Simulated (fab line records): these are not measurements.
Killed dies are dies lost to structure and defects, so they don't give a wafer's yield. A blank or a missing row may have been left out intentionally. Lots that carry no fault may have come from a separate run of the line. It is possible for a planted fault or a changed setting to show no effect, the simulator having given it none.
Struck lot and sound lot, side by side    flow sky130    17 out of 708 route steps
Sound: wafers L380.2, L380.3, L380.4. Struck: wafers L399.1, L399.3, L399.6. At the end, the cause is stated.
At each step with rows: each side's tool, then ch and its chambers, then its first start. Under that, the readings that differ: sound wafers    struck wafers    difference of the means    sigmas: that difference in standard deviations of wafers without a fault.
alike: words and numbers the same on both sides, and readings whose means are apart by under 2 such deviations; not compared: readings that were withheld, readings missing a value for some wafer, numbers with overlapping values and no deviation given by the record, and bounds like >300 which may hide the same value.
Wherever a step has rows on one side only, a row that says differs or no value, or a row with sigmas, the two part there. Non-overlapping numbers with no deviation appear without sigmas and do not part them. A reading that every wafer of one side lacks parts them only if that side has two wafers or more.

first, 1 step without rows for these wafers: SKY_LDD_N_IMPLANT_15.
SKY_LDD_N_STRIP_16: strips in O2/N2.
  sound on plasma asher-03 ch 0,1, day 20 00:26; struck on plasma asher-03 ch 0, day 26 09:29
  alike: drypump motor current A, oes product au, strip time to endpoint s
  not compared: rf hours counter h
SKY_LDD_N_TW_MEAS_17:
  struck on film metro-02, day 26 09:35; sound on film metro-04, day 20 00:32
  alike: LDD_N_TW
then, 7 steps without rows for these wafers: SKY_LDD_P_DEHYDRATE_00 (time 60 s); SKY_LDD_P_HMDS_01 (prime time 60 s); SKY_LDD_P_COAT_02 (resist thk 1140 nm); SKY_LDD_P_SOFTBAKE_03 (time 60 s); SKY_LDD_P_EXPOSE_04 (exposes mask PSDM, target cd 380 nm); SKY_LDD_P_PEB_05; SKY_LDD_P_DEVELOP_06 (develop time 62.21 s).
SKY_LDD_P_CD_MEAS_07 targets a cd of 380 nm.
  struck on cd sem-02, day 27 14:56; sound on cd sem-02, day 21 07:32
  alike: cd nm
SKY_LDD_P_OVL_MEAS_08:
  struck on overlay-01, day 27 15:04; sound on overlay-02, day 21 07:38
  alike: LDD_P_OVL
SKY_LDD_P_IMPLANT_09:
  sound on implanter-01 ch 0, day 21 07:42; struck on implanter-04 ch 0, day 27 15:06
reading             sound                             struck                         difference  sigmas
dose ions cm2       1.0011e+13 1.0017e+13 1.0004e+13  8.491e+12 8.507e+12 8.504e+12  -1.510e+12  -99 or more
faraday current uA  54.1 55.8 55.9                    48.6 47.6 47.1                 -7.5        -7
  alike: end station pressure torr
SKY_LDD_P_STRIP_10: strips in O2/N2.
  sound on plasma asher-01 ch 0,1, day 21 07:49; struck on plasma asher-01 ch 0, day 27 15:15
  alike: drypump motor current A, oes product au, strip time to endpoint s
  not compared: rf hours counter h
SKY_LDD_P_TW_MEAS_11:
  struck on film metro-03, day 27 15:21; sound on film metro-01, day 21 07:56
reading   sound        struck       difference  sigmas
LDD_P_TW  630 629 633  601 598 596  -32         -4
then, 1 step without rows for these wafers: SKY_LDD_HVN_DEHYDRATE_00 (time 60 s).
-- the record jumps here: 24 days lie between the struck wafers' starts before and after (it left off in module LDD_HVN and takes up again in module PAD_OPEN, whose first step shown is number 708 of the route) --
SKY_PAD_OPEN_PROBE_99:
  struck on prober-01, day 51 20:10; sound on prober-02, day 48 00:56
reading                      sound           struck          difference  sigmas
model.etest.tip p.rs ohm sq  6737 6711 6710  7728 7855 7860  +1095       
  alike: killed_at_M0_to_M3, killed_at_M4_up, killed at contacts, killed at front end, killed at other, killed dies, killed open, killed short

== WHERE THEY PART ==
First at SKY_LDD_P_IMPLANT_09; last, within this record, at SKY_LDD_P_TW_MEAS_11. Later steps at which nothing parts them and some readings are alike: SKY_PAD_OPEN_PROBE_99.

WHY: what the simulator had put in
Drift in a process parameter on implanter-04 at SKY_LDD_P_IMPLANT_09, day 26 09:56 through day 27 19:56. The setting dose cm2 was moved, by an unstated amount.
